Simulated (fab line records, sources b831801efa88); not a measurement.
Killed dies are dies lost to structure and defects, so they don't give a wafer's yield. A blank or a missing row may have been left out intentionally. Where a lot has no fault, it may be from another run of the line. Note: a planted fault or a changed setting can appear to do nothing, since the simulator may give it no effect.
fab line records	flow sky130
record: lots: 5	wafers: 15	lastDay: 49
route steps=708 shown VIA3@580 METAL4@598 CAP2M@603 PAD_OPEN@708
lots untouched by any fault: they come from a run of this same line in which no faults occurred
startH: hours from the record's opening day to when the first of the lot's shown wafers began	waitH: hours from the lot's prior step to this one	" unchanged from the row above	L1.1+2: one row covering several wafers at once	- either no value or no given start	* or withheld: withheld	< > ~ a bound
route shown NAME@n: a module of which the file shows steps, and the number in the route of the first	usual: average and standard deviation across the fault-free wafers	same: alike in all rows	chamber/n: place in a boat	sites: the reading at each site	_std_site: the values' standard deviation	_edge_site: outer sites' mean less inner sites'	radiusMm: how far each site lies from the wafer's centre	mask NAME#n: copy n	behind: tool/chamber where the wafer was last shaped	hold: what put the lot on hold/how long, in hours/how the hold closed	device: whichever transistor did not switch (one of n, p or np)	end of line: the same wafers' tests at the end of the route	a step with no rows: only its recipe	killed: dies that structure and defects cost at the first sort, which is not the same as the wafer's yield	map: per-die view of a wafer (x killed, . not killed, _ where there is no die)
set.NAME: the setting the step ran with; set.NAME@STEP: the setting that earlier step ran with	model.NAME: the simulator's own value behind a step, which no gauge read
lots at selected steps of the route; one table per step, one row per wafer
services: when a tool's chamber went out of use (startH, in hours from the record's first day, below 0 if earlier), for how many hours, and the reason
== steps ==
step: SKY_VIA3_COAT_07
recipe: resist: KrF-thick	spinRpm: 3000	resistThkNm: 450
step: SKY_VIA3_SOFTBAKE_08
recipe: tempC: 100	timeS: 90	resist: KrF-thick
step: SKY_VIA3_EXPOSE_09
recipe: maskId: VIM3	na: 0.8	sourceShape: annular	sigmaInner: 0.55	sigmaOuter: 0.85	targetCdNm: 200	doseMj: 38
step: SKY_VIA3_PEB_10
recipe: pebTempC: withheld	pebTimeS: withheld	resist: KrF-thick
step: SKY_VIA3_DEVELOP_11
recipe: developTimeS: 60	resist: KrF-thick	devTempC: 21
step: SKY_VIA3_CD_MEAS_12
recipe: targetCdNm: 200
usual: cdNm: 199.7/1.3
lot.wafer	tool	chamber	startH	waitH	cdNm
L688.1	cdSem-01	-	941.53	-	202.1
L688.5	"	-	"	"	202.1
L688.6	"	-	"	"	201.8
L689.1	cdSem-02	-	952.41	-	199.1
L689.3	"	-	"	"	200.1
L689.6	"	-	"	"	198.1
L690.2	cdSem-01	-	958.71	-	201.8
L690.4	"	-	"	"	199.7
L690.6	"	-	"	"	200.7
L699.2	cdSem-01	-	1030.19	-	199.6
L699.3	"	-	"	"	198.6
L699.6	"	-	"	"	199.6
L702.3	cdSem-02	-	1043.32	-	200.5
L702.4	"	-	"	"	200.6
L702.6	"	-	"	"	202.4
step: SKY_VIA3_OVL_MEAS_13
usual: VIA3_OVL: -2/5.5
lot.wafer	tool	chamber	startH	waitH	VIA3_OVL[nm]
L688.1	overlay-02	-	941.65	0.1	-8
L688.5	"	-	"	"	-7
L688.6	"	-	"	"	-1
L689.1	overlay-01	-	952.53	0.1	6
L689.3	"	-	"	"	5
L689.6	"	-	"	"	5
L690.2	overlay-01	-	958.82	0.1	-3
L690.4	"	-	"	"	-6
L690.6	"	-	"	"	-1
L699.2	overlay-02	-	1030.30	0.1	-9
L699.3	"	-	"	"	-9
L699.6	"	-	"	"	-6
L702.3	overlay-02	-	1043.41	0.1	-2
L702.4	"	-	"	"	5
L702.6	"	-	"	"	5
step: SKY_VIA3_ETCH_14
recipe: chemistry: N2/H2	target: BARC	ionEnergyEv: 200	sourceW: 500	biasW: 100	pressureMtorr: 30	n2FlowSccm: 100	h2FlowSccm: 200	stopOn: SiO2	timeS: 45.9	targetDepthA: 600
usual: drypumpMotorCurrentA: 5.7/0.51	oesProductAu: 0.855/0.0053	throttleValvePct: 13.225/0.009
same: timeS: 45.9
lot.wafer	tool	chamber	startH	waitH	drypumpMotorCurrentA	oesProductAu	rfHoursCounterH	throttleValvePct
L688.1	rieDiel-04	2	941.69	0.0	5.4	0.851	4	13.238
L688.5	"	2	"	"	5.4	0.858	-	13.219
L688.6	"	0	"	"	5.5	0.858	-	13.223
L689.1	rieDiel-03	1	952.57	0.0	5.6	0.853	12	13.232
L689.3	"	2	"	"	4.8	0.850	20	13.231
L689.6	"	1	"	"	5.6	0.857	-	13.225
L690.2	rieDiel-02	3	958.85	0.0	6.4	0.849	8	13.235
L690.4	"	0	"	"	5.2	0.854	17	13.229
L690.6	"	1	"	"	6.0	0.841	-	13.233
L699.2	rieDiel-03	3	1030.33	0.0	6.5	0.864	3	13.227
L699.3	"	0	"	"	5.6	0.856	18	13.225
L699.6	"	0	"	"	5.6	0.863	-	13.237
L702.3	rieDiel-04	0	1043.44	0.0	5.5	0.856	18	13.212
L702.4	"	1	"	"	6.2	0.852	14	13.230
L702.6	"	1	"	"	6.2	0.858	-	13.213
step: SKY_VIA3_ETCH_15
recipe: target: SiO2	chemistry: C4F8/O2/Ar	targetDepthNm: 507	stopOn: TiN	maskMaterial: KrF-thick	sourceW: 1500	biasW: 1200	pressureMtorr: 40	c4f8FlowSccm: withheld	O2_flow_sccm: 6	Ar_flow_sccm: 300	timeS: 78
step: SKY_VIA3_STRIP_16
recipe: chemistry: O2/N2	powerW: 1400	pressureMtorr: 1500	platenTempC: withheld	o2FlowSccm: 3000	n2FlowSccm: 300	overashFraction: 0.5
step: SKY_VIA3_STRIP_17
recipe: chemistry: postEtchResidueRemover	timeS: 1200	tempC: 72.5
step: SKY_VIA3_CLEAN_18
recipe: chemistry: IPA	timeS: 180	tempC: 25
step: SKY_VIA3_CLEAN_19
recipe: chemistry: O3/DIW	dry: n2Spin
lot.wafer	tool	chamber	startH	waitH
L688.1+5+6	wetBench-02	0	942.29	0.0
L689.1+3+6	wetBench-02	3	953.21	0.0
L690.2+4+6	wetBench-04	1	959.47	0.0
L699.2+3+6	wetBench-02	2	1030.93	0.0
L702.3+4+6	wetBench-04	3	1044.04	0.0
step: SKY_VIA3_SPUTTER_20
recipe: material: TiN	targetThkNm: 20	chamberPressurePa: 5	powerW: 4000	timeS: 80
usual: throttleValvePct: 29.6/1.2
same: timeS: 80
lot.wafer	tool	chamber	startH	waitH	throttleValvePct
L688.1	pvdSputter-04	-	942.38	0.0	28.9
L688.5	"	-	"	"	31.0
L688.6	"	-	"	"	30.3
L689.1	pvdSputter-02	-	953.30	0.0	29.1
L689.3	"	-	"	"	28.0
L689.6	"	-	"	"	27.9
L690.2	pvdSputter-02	-	959.56	0.0	29.4
L690.4	"	-	"	"	29.3
L690.6	"	-	"	"	29.3
L699.2	pvdSputter-02	-	1031.02	0.0	29.1
L699.3	"	-	"	"	29.4
L699.6	"	-	"	"	29.4
L702.3	pvdSputter-02	-	1044.13	0.0	28.5
L702.4	"	-	"	"	28.5
L702.6	"	-	"	"	29.2
step: SKY_VIA3_CVD_21
recipe: material: W	targetThkNm: 390	timeS: 117.31	tempC: 400	pressureTorr: 40
step: SKY_VIA3_RS_MEAS_22
recipe: thkMeasGauge: four-point-probe	reads: W_of_VIA3_CVD_21+TiN_of_VIA3_SPUTTER_20
usual: VIA3_W_RS: 0.297/0.0035
lot.wafer	tool	chamber	startH	waitH	VIA3_W_RS[ohm/sq]
L688.1	filmMetro-04	-	942.56	0.1	0.292
L688.5	"	-	"	"	0.296
L688.6	"	-	"	"	0.297
L689.1	filmMetro-03	-	953.61	0.2	0.295
L689.3	"	-	"	"	0.297
L689.6	"	-	"	"	0.297
L690.2	filmMetro-01	-	959.77	0.1	0.294
L690.4	"	-	"	"	0.295
L690.6	"	-	"	"	0.298
L699.2	filmMetro-01	-	1031.23	0.1	0.301
L699.3	"	-	"	"	0.304
L699.6	"	-	"	"	0.301
L702.3	filmMetro-04	-	1044.50	0.2	0.297
L702.4	"	-	"	"	0.297
L702.6	"	-	"	"	0.293
step: SKY_VIA3_THK_MEAS_23
recipe: thkMeasGauge: xrf	reads: W_of_VIA3_CVD_21
usual: VIA3_W_THK: 393/6.3
lot.wafer	tool	chamber	startH	waitH	VIA3_W_THK[nm]
L688.1	filmMetro-04	-	942.68	0.1	402
L688.5	"	-	"	"	396
L688.6	"	-	"	"	395
L689.1	filmMetro-03	-	953.73	0.1	397
L689.3	"	-	"	"	394
L689.6	"	-	"	"	395
L690.2	filmMetro-01	-	959.88	0.1	399
L690.4	"	-	"	"	399
L690.6	"	-	"	"	393
L699.2	filmMetro-01	-	1031.34	0.1	392
L699.3	"	-	"	"	386
L699.6	"	-	"	"	388
L702.3	filmMetro-04	-	1044.60	0.1	392
L702.4	"	-	"	"	392
L702.6	"	-	"	"	395
step: SKY_VIA3_CMP_24
recipe: stopOn: SiO2	tOverpolishS: 20	downForcePsi: 3.5	platenRpm: 60	targetThkNm: 0	padVelocityMS: 0.94248
step: SKY_METAL4_SPUTTER_00
recipe: material: Ti	targetThkNm: 15	powerW: 3000	timeS: 10.35	chamberPressurePa: 0.4
step: SKY_METAL4_SPUTTER_01
recipe: material: TiN	targetThkNm: 20	powerW: 6500	timeS: 16.7	chamberPressurePa: 0.4
usual: throttleValvePct: 29.7/1.3
same: timeS: 16.7
lot.wafer	tool	chamber	startH	waitH	throttleValvePct
L688.1	pvdSputter-03	-	943.19	0.0	31.0
L688.5	"	-	"	"	30.1
L688.6	"	-	"	"	29.4
L689.1	pvdSputter-01	-	954.11	0.0	28.2
L689.3	"	-	"	"	32.1
L689.6	"	-	"	"	31.2
L690.2	pvdSputter-03	-	960.25	0.0	30.1
L690.4	"	-	"	"	31.2
L690.6	"	-	"	"	28.2
L699.2	pvdSputter-01	-	1031.77	0.0	27.9
L699.3	"	-	"	"	29.2
L699.6	"	-	"	"	28.1
L702.3	pvdSputter-02	-	1044.97	0.0	28.3
L702.4	"	-	"	"	29.1
L702.6	"	-	"	"	29.0
step: SKY_METAL4_SPUTTER_02
recipe: material: AlCu	targetThkNm: 735	powerW: 10600	timeS: 39.1	chamberPressurePa: 0.4
step: SKY_METAL4_SPUTTER_03
recipe: material: Ti	targetThkNm: 5	powerW: 3000	timeS: 3.3	chamberPressurePa: 0.4
step: SKY_METAL4_SPUTTER_04
recipe: material: TiN	targetThkNm: 70	powerW: 6500	timeS: 58.3	chamberPressurePa: 0.4
step: SKY_CAP2M_CVD_00
recipe: material: SiO2	targetThkNm: 15.5	tempC: 400	timeS: withheld	rfW: 450
usual: heaterPowerOuterW: 404/66	heaterPowerW: 684/99	susceptorTempC: 399.98/0.23
lot.wafer	tool	chamber	startH	waitH	heaterPowerOuterW	heaterPowerW	susceptorTempC
L688.1	pecvd-03	0	943.32	0.0	485	743	399.65
L688.5	"	2	"	"	380	628	400.04
L688.6	"	0	"	"	490	774	399.96
L689.1	pecvd-01	0	954.24	0.0	432	717	400.17
L689.3	"	2	"	"	376	651	399.91
L689.6	"	2	"	"	376	639	400.21
L690.2	pecvd-02	1	960.38	0.0	508	839	400.16
L690.4	"	0	"	"	463	805	400.18
L690.6	"	1	"	"	495	844	400.19
L699.2	pecvd-03	0	1031.90	0.0	478	749	399.64
L699.3	"	1	"	"	422	714	399.87
L699.6	"	1	"	"	416	693	400.15
L702.3	pecvd-03	1	1045.10	0.0	374	673	399.45
L702.4	"	0	"	"	393	636	400.00
L702.6	"	1	"	"	387	651	399.62
step: SKY_CAP2M_THK_MEAS_01
recipe: reads: SiO2_of_CAP2M_CVD_00
usual: CAP2M_CVD_00_THK: 15.53/0.24
lot.wafer	tool	chamber	startH	waitH	CAP2M_CVD_00_THK[nm]
L688.1	filmMetro-01	-	943.34	-	15.13
L688.5	"	-	"	"	15.73
L688.6	"	-	"	"	15.34
L689.1	filmMetro-02	-	954.26	-	15.18
L689.3	"	-	"	"	15.16
L689.6	"	-	"	"	15.35
L690.2	filmMetro-04	-	960.41	-	15.27
L690.4	"	-	"	"	15.76
L690.6	"	-	"	"	15.64
L699.2	filmMetro-01	-	1031.93	-	15.45
L699.3	"	-	"	"	15.54
L699.6	"	-	"	"	15.94
L702.3	filmMetro-04	-	1045.14	-	15.45
L702.4	"	-	"	"	15.66
L702.6	"	-	"	"	15.59
step: SKY_CAP2M_SPUTTER_02
recipe: material: TiN	targetThkNm: 200	tempC: 300	powerW: 6244	timeS: 166.7	chamberPressurePa: 0.4
step: SKY_CAP2M_RS_MEAS_03
recipe: thkMeasGauge: four-point-probe	reads: TiN_of_CAP2M_SPUTTER_02
usual: CAP2M_TIN_RS: 7.21/0.1
lot.wafer	tool	chamber	startH	waitH	CAP2M_TIN_RS[ohm/sq]
L688.1	filmMetro-04	-	943.51	0.1	7.34
L688.5	"	-	"	"	7.37
L688.6	"	-	"	"	7.40
L689.1	filmMetro-04	-	954.43	0.1	7.42
L689.3	"	-	"	"	7.28
L689.6	"	-	"	"	7.38
L690.2	filmMetro-02	-	960.59	0.1	7.25
L690.4	"	-	"	"	7.22
L690.6	"	-	"	"	7.27
L699.2	filmMetro-01	-	1032.11	0.1	7.23
L699.3	"	-	"	"	7.19
L699.6	"	-	"	"	7.10
L702.3	filmMetro-02	-	1045.33	0.1	7.02
L702.4	"	-	"	"	7.07
L702.6	"	-	"	"	7.16
step: SKY_CAP2M_THK_MEAS_04
recipe: thkMeasGauge: xrf	reads: TiN_of_CAP2M_SPUTTER_02
usual: CAP2M_TIN_THK: 190.1/2.6
lot.wafer	tool	chamber	startH	waitH	CAP2M_TIN_THK[nm]
L688.1	filmMetro-04	-	943.63	0.1	187.5
L688.5	"	-	"	"	186.2
L688.6	"	-	"	"	185.2
L689.1	filmMetro-04	-	954.55	0.1	184.5
L689.3	"	-	"	"	188.4
L689.6	"	-	"	"	186.6
L690.2	filmMetro-02	-	960.70	0.1	189.6
L690.4	"	-	"	"	190.0
L690.6	"	-	"	"	188.0
L699.2	filmMetro-01	-	1032.22	0.1	190.5
L699.3	"	-	"	"	191.1
L699.6	"	-	"	"	193.8
L702.3	filmMetro-02	-	1045.43	0.1	193.8
L702.4	"	-	"	"	192.5
L702.6	"	-	"	"	189.6
step: SKY_CAP2M_DEHYDRATE_05
recipe: tempC: 200	timeS: 60
step: SKY_CAP2M_HMDS_06
recipe: primeTimeS: 60	primeTempC: 120
step: SKY_CAP2M_COAT_07
recipe: resist: NOVOLAK	spinRpm: 3000	resistThkNm: 1140
step: SKY_CAP2M_SOFTBAKE_08
recipe: tempC: 90	timeS: 60	resist: NOVOLAK
step: SKY_CAP2M_EXPOSE_09
recipe: maskId: CAP2M	na: 0.6	sourceShape: conventional	sigmaOuter: 0.6	polarization: unpolarized	targetCdNm: 1000	doseMj: 159
step: SKY_CAP2M_PEB_10
recipe: tempC: withheld	timeS: *	resist: NOVOLAK
step: SKY_CAP2M_DEVELOP_11
recipe: resist: NOVOLAK	developer: TMAH	developTimeS: 60	devTempC: 23
step: SKY_CAP2M_OVL_MEAS_12
usual: CAP2M_OVL: -0.7/1.7
lot.wafer	tool	chamber	startH	waitH	CAP2M_OVL[nm]
L688.1	overlay-02	-	967.56	0.1	-1.0
L688.5	"	-	"	"	0.7
L688.6	"	-	"	"	-0.4
L689.1	overlay-02	-	978.77	0.1	-4.5
L689.3	"	-	"	"	-3.5
L689.6	"	-	"	"	-2.9
L690.2	overlay-01	-	984.58	0.1	0.1
L690.4	"	-	"	"	-0.8
L690.6	"	-	"	"	-1.3
L699.2	overlay-01	-	1054.17	0.1	-1.1
L699.3	"	-	"	"	-0.1
L699.6	"	-	"	"	1.9
L702.3	overlay-01	-	1066.39	0.1	-2.2
L702.4	"	-	"	"	-2.8
L702.6	"	-	"	"	-1.4
step: SKY_CAP2M_METAL_ETCH_13
recipe: targetDepthNm: 220	stopOn: SiO2	chemistry: Cl2/BCl3	target: TiN	pressureMtorr: 10	icpW: 900	biasW: 48.5	Cl2_flow_sccm: 60	bcl3FlowSccm: 30	timeS: 62.9
step: SKY_CAP2M_STRIP_14
recipe: chemistry: O2/N2	powerW: 1400	pressureMtorr: 1500	platenTempC: withheld	o2FlowSccm: 3000	n2FlowSccm: 300	overashFraction: 0.5
usual: drypumpMotorCurrentA: 5.6/0.46	oesProductAu: 0.710/0.0042	stripTimeToEndpointS: 12.66/0.057
lot.wafer	tool	chamber	startH	waitH	drypumpMotorCurrentA	oesProductAu	rfHoursCounterH	stripTimeToEndpointS
L688.1	plasmaAsher-03	1	967.68	0.1	6.5	0.712	87	12.65
L688.5	"	1	"	"	6.5	0.712	-	12.69
L688.6	"	0	"	"	5.9	0.708	-	12.64
L689.1	plasmaAsher-02	0	978.88	0.1	5.8	0.703	113	12.70
L689.3	"	0	"	"	5.9	0.714	-	12.65
L689.6	"	1	"	"	5.5	0.716	-	12.77
L690.2	plasmaAsher-01	0	984.68	0.1	5.2	0.709	54	12.71
L690.4	"	0	"	"	5.2	0.709	-	12.81
L690.6	"	0	"	"	5.2	0.710	-	12.68
L699.2	plasmaAsher-02	0	1054.28	0.1	5.9	0.713	120	12.60
L699.3	"	0	"	"	5.8	0.712	-	12.65
L699.6	"	1	"	"	5.5	0.706	-	12.64
L702.3	plasmaAsher-02	0	1066.52	0.1	5.9	0.709	-	12.56
L702.4	"	1	"	"	5.5	0.711	-	12.67
L702.6	"	0	"	"	5.9	0.711	-	12.66
step: SKY_CAP2M_STRIP_15
recipe: chemistry: postEtchResidueRemover	timeS: 1200	tempC: 72.5
step: SKY_CAP2M_CLEAN_16
recipe: chemistry: IPA	timeS: 180	tempC: 25
step: SKY_CAP2M_CLEAN_17
recipe: chemistry: O3/DIW	dry: n2Spin
step: SKY_METAL4_DEHYDRATE_05
recipe: tempC: 200	timeS: 60
step: SKY_PAD_OPEN_PROBE_99
usual: defectLimitedYield: 82.5/1.9	killed_at_M0_to_M3: 42/6.9	killed_at_M4_up: 3.2/1.7	killedAtContacts: 25/5.1	killedAtFrontEnd: 15/4.5	killedAtOther: 0.4/0.63	killedDies: 86/9.3	killedOpen: 46/7	killedShort: 39/6.9	sort_bin_3_pad_short: 0.9/0.45	sort_bin_5_function: 10.4/1.5	sort_bin_6_memory: 6.3/1.1	sortNPass: 406/9.3	sortYieldPct: 82.5/1.9
same: grossDies: 492	killedAtBackSide: 0	sort_bin_4_leakage[%]: 0	sort_bin_8_speed[%]: 0
lot.wafer	tool	chamber	startH	waitH	defectLimitedYield[%]	killed_at_M0_to_M3	killed_at_M4_up	killedAtContacts	killedAtFrontEnd	killedAtOther	killedDies	killedOpen	killedShort	sort_bin_3_pad_short[%]	sort_bin_5_function[%]	sort_bin_6_memory[%]	sortNPass	sortYieldPct[%]	model.etest.tester.sortNPass	model.etest.tester.sortYieldPct	model.etest.tester.sort_bin_5_pct	model.etest.tester.sort_bin_3_pct
L688.1	prober-01	-	1087.40	0.1	81.3	50	4	28	10	0	92	59	33	0.6	12.8	5.3	400	81.3	400	81.3	12.8	0.6098
L688.5	prober-01	-	1087.60	0.2	81.3	39	4	24	23	2	92	50	42	0.2	11.6	6.9	400	81.3	400	81.3	11.59	0.2033
L688.6	prober-01	-	1087.65	0.2	78.7	58	3	27	17	0	105	56	49	1.4	14.2	5.7	387	78.7	387	78.66	14.23	1.423
L689.1	prober-02	-	1096.49	0.1	79.7	51	5	26	18	0	100	58	42	1.2	13.2	5.9	392	79.7	392	79.67	13.21	1.22
L689.3	prober-02	-	1096.59	0.2	79.7	46	4	31	19	0	100	54	46	0.2	12.2	7.9	392	79.7	392	79.67	12.2	0.2033
L689.6	prober-02	-	1096.74	0.2	80.3	49	3	23	21	1	97	52	45	0.6	12.0	7.1	395	80.3	395	80.28	11.99	0.6098
L690.2	prober-01	-	1103.03	0.1	82.5	36	1	25	23	1	86	50	35	1.6	11.0	4.9	406	82.5	406	82.52	10.98	1.626
L690.4	prober-01	-	1103.13	0.2	80.5	40	2	33	20	1	96	61	33	0.6	11.2	7.7	396	80.5	396	80.49	11.18	0.6098
L690.6	prober-01	-	1103.23	0.2	80.1	47	2	26	22	1	98	54	42	1.0	13.4	5.5	394	80.1	394	80.08	13.41	1.016
L699.2	prober-01	-	1161.58	0.1	70.7	96	2	24	22	0	144	39	42	6.1	16.5	6.7	348	70.7	348	70.73	16.46	6.098
L699.3	prober-01	-	1161.63	0.2	70.7	97	4	25	18	0	144	39	38	5.7	17.7	5.9	348	70.7	348	70.73	17.68	5.691
L699.6	prober-01	-	1161.78	0.2	75.4	90	2	20	8	1	121	32	31	3.9	14.4	6.3	371	75.4	371	75.41	14.43	3.862
L702.3	prober-02	-	1171.82	0.2	81.1	53	2	21	16	1	93	55	37	1.2	11.2	6.5	399	81.1	399	81.1	11.18	1.22
L702.4	prober-02	-	1171.87	0.2	82.7	47	1	22	15	0	85	56	29	0.6	12.0	4.7	407	82.7	407	82.72	11.99	0.6098
L702.6	prober-02	-	1171.97	0.2	81.9	39	7	25	18	0	89	47	42	0.6	9.8	7.7	403	81.9	403	81.91	9.756	0.6098
killed by level:class
L688.1 VIA1:geometricParticle:open=15 LI_CONTACT:geometricParticle:open=12 CONTACT:geometricParticle:open=10 VIA3:geometricParticle:open=8 VIA2:geometricParticle:open=7 METAL1:geometricParticle:short=6 VIA1:geometricParticle:short=5 METAL2:geometricParticle:short=3
L688.5 VIA1:geometricParticle:open=10 POLY_GATE:geometricParticle:short=8 LI_CONTACT:geometricParticle:short=7 LI_CONTACT:geometricParticle:open=7 VIA2:geometricParticle:open=7 FIELD_ISO:geometricParticle:open=6 CONTACT:geometricParticle:open=6 METAL1:geometricParticle:short=6
L688.6 VIA1:geometricParticle:open=23 LOCAL_INTERCONNECT:geometricParticle:short=8 CONTACT:geometricParticle:open=7 VIA1:geometricParticle:short=7 METAL2:geometricParticle:short=7 FIELD_ISO:geometricParticle:short=6 FIELD_ISO:geometricParticle:open=6 LI_CONTACT:geometricParticle:open=6
L689.1 VIA1:geometricParticle:open=16 LI_CONTACT:geometricParticle:open=10 VIA3:geometricParticle:open=9 CONTACT:geometricParticle:short=7 VIA2:geometricParticle:open=5 CONTACT:geometricParticle:open=5 METAL2:geometricParticle:short=5 METAL1:geometricParticle:short=5
L689.3 CONTACT:geometricParticle:open=13 VIA1:geometricParticle:open=12 CONTACT:geometricParticle:short=8 POLY_GATE:geometricParticle:open=5 METAL1:geometricParticle:short=5 METAL2:geometricParticle:short=5 VIA2:geometricParticle:open=5 VIA3:geometricParticle:open=5
L689.6 VIA1:geometricParticle:open=11 LI_CONTACT:geometricParticle:open=10 FIELD_ISO:geometricParticle:open=6 CONTACT:geometricParticle:open=6 METAL2:geometricParticle:short=6 POLY_GATE:geometricParticle:short=5 METAL1:geometricParticle:short=5 VIA1:geometricParticle:short=4
L690.2 LI_CONTACT:geometricParticle:open=9 VIA3:geometricParticle:open=8 VIA2:geometricParticle:open=7 CONTACT:geometricParticle:open=7 POLY_GATE:geometricParticle:short=6 CONTACT:geometricParticle:short=5 POLY_GATE:geometricParticle:open=4 VIA1:geometricParticle:open=4
L690.4 CONTACT:geometricParticle:open=15 VIA3:geometricParticle:open=12 LI_CONTACT:geometricParticle:open=11 VIA1:geometricParticle:open=7 FIELD_ISO:geometricParticle:open=4 VIA1:geometricParticle:short=4 METAL2:geometricParticle:short=4 VIA2:geometricParticle:short=4
L690.6 VIA1:geometricParticle:open=10 CONTACT:geometricParticle:short=9 VIA3:geometricParticle:open=9 LI_CONTACT:geometricParticle:open=8 CONTACT:geometricParticle:open=7 POLY_GATE:geometricParticle:short=6 METAL3:geometricParticle:short=6 FIELD_ISO:geometricParticle:open=4
L699.2 VIA3:unspecified=63 VIA1:geometricParticle:short=8 CONTACT:geometricParticle:open=7 VIA1:geometricParticle:open=7 FIELD_ISO:geometricParticle:open=6 FIELD_ISO:geometricParticle:short=6 LI_CONTACT:geometricParticle:short=5 METAL1:geometricParticle:short=5
L699.3 VIA3:unspecified=67 CONTACT:geometricParticle:open=16 VIA1:geometricParticle:short=6 METAL2:geometricParticle:short=6 FIELD_ISO:geometricParticle:short=5 VIA1:geometricParticle:open=5 POLY_GATE:geometricParticle:open=4 LI_CONTACT:geometricParticle:open=4
L699.6 VIA3:unspecified=58 CONTACT:geometricParticle:open=9 VIA2:geometricParticle:open=7 LI_CONTACT:geometricParticle:open=6 VIA1:geometricParticle:short=6 METAL2:geometricParticle:short=5 CONTACT:geometricParticle:short=4 VIA2:geometricParticle:short=4
L702.3 VIA2:geometricParticle:open=11 LI_CONTACT:geometricParticle:open=10 VIA1:geometricParticle:open=9 CONTACT:geometricParticle:open=6 METAL3:geometricParticle:short=6 VIA3:geometricParticle:open=6 METAL2:geometricParticle:short=5 VIA3:geometricParticle:short=5
L702.4 CONTACT:geometricParticle:open=10 VIA1:geometricParticle:open=10 FIELD_ISO:geometricParticle:open=9 METAL2:geometricParticle:short=9 LI_CONTACT:geometricParticle:open=7 VIA2:geometricParticle:open=7 METAL1:geometricParticle:short=5 VIA3:geometricParticle:open=5
L702.6 VIA1:geometricParticle:open=15 CONTACT:geometricParticle:open=11 METAL2:geometricParticle:short=8 FIELD_ISO:geometricParticle:short=7 LI_CONTACT:geometricParticle:open=6 CONTACT:geometricParticle:short=5 METAL4:geometricParticle:short=5 VIA1:geometricParticle:short=5
map L699.2 (x killed, . not)
__________........x._________
________.....x........_______
______.................x_____
_____xx...x.......x......____
____..x.............x.....___
___x.x.......x.........xx..__
__..........x.x....xx......._
_....xx........x...xx.x......
_x.xx......x..xxxxx.x........
_...x....x.x.xxxxxxx.x.......
_.......x.xxxxxxxxxx...x.....
_......x..xxxxxxxxxx.........
_..x.....xxxxxxxxxxxx.x.x..xx
_..x.......xxxxxxxxxx........
_.x...x....xxxxxxxxxx...x.x.x
__.....x.....xxxxxx........._
___.......x.xx.x..x.......x__
____x.......xxx...x...x.xx___
_____...x..x...x.x.......____
______........x.x..x...._____
________.....x....xx.._______
__________..x..x...._________
map L688.6 (x killed, . not)
__________..x...x..._________
________............x._______
______.x.xxx....x......._____
_____x.....xxx...x......x____
____........xxx.x..xx...x.___
___........................__
__.....xxxx....xx.........xx_
_....x...x..xx.......x...x.x.
_...x.x....xx....x.....x.....
_x..........x...x.x..........
_...xx..............x....xx..
_x.....xx..x.x.x....x.x..x...
_.x.x..x..xx...xx...x........
_........x..xx.x.....x....x.x
_......x......x.........x.x.x
__x...........xx............_
___..x.x.....x..x..........__
____x......x......x.......___
_____......x.....x...x..x____
______.xx..........xxx.._____
________.x.x.x.....x.._______
__________x....x...._________
== services ==
tool	chamber	startH	hours	kind
pvdSputter-02	1	925.89	-	consumableReplace:kit
pvdSputter-02	1	925.89	18.0	scheduledDown
pvdSputter-02	1	925.89	18.0	ventCycle
plasmaAsher-02	-	929.95	3.3	repair
rieDiel-04	3	939.36	9.7	repair
pecvd-03	-	940.29	1.5	repair
rieDiel-02	-	950.67	0.4	repair
plasmaAsher-02	-	954.02	2.8	pm
plasmaAsher-03	-	958.84	1.6	repair
rieDiel-04	3	985.38	8.4	repair
plasmaAsher-03	-	990.17	1.4	repair
pvdSputter-01	-	1002.54	1.3	repair
plasmaAsher-02	-	1010.55	5.3	repair
plasmaAsher-02	-	1015.91	2.4	repair
pecvd-03	-	1021.32	6.0	pm
pvdSputter-02	0	1025.53	-	consumableReplace:kit
pvdSputter-02	0	1025.53	18.0	scheduledDown
pvdSputter-02	0	1025.53	18.0	ventCycle
rieDiel-04	1	1030.59	3.0	repair
plasmaAsher-02	-	1046.43	1.7	repair
wetBench-04	-	1046.55	3.1	repair
rieDiel-02	1	1052.08	57.6	repair
plasmaAsher-02	-	1055.25	9.0	pm
pvdSputter-02	-	1064.29	6.9	repair
== key ==
firstSign: step: SKY_PAD_OPEN_PROBE_99	reading: sort_bin_3_pad_short	direction: up	sigmas: 9.7	usual: 0.9	struck: 5.2
effect: step: SKY_PAD_OPEN_PROBE_99	reading: killed_at_M0_to_M3	direction: up	sigmas: 7.5	usual: 42	struck: 94
modelEffect: step: SKY_PAD_OPEN_PROBE_99	value: etest.tester.sortNPass	without: 411.3	struck: 355.7
metAt SKY_VIA3_CLEAN_19
struckWafers L699.2,L699.3,L699.6
alsoFits SKY_VIA3_ETCH_14:rieDiel-03,SKY_METAL4_SPUTTER_01:pvdSputter-01
fault: kind: chamberParticleSource	tool: wetBench-02	chamber: 2	onsetH: 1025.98	steps: SKY_VIA3_CLEAN_19	ratePerVisitCm2: 1.391	endH: 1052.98
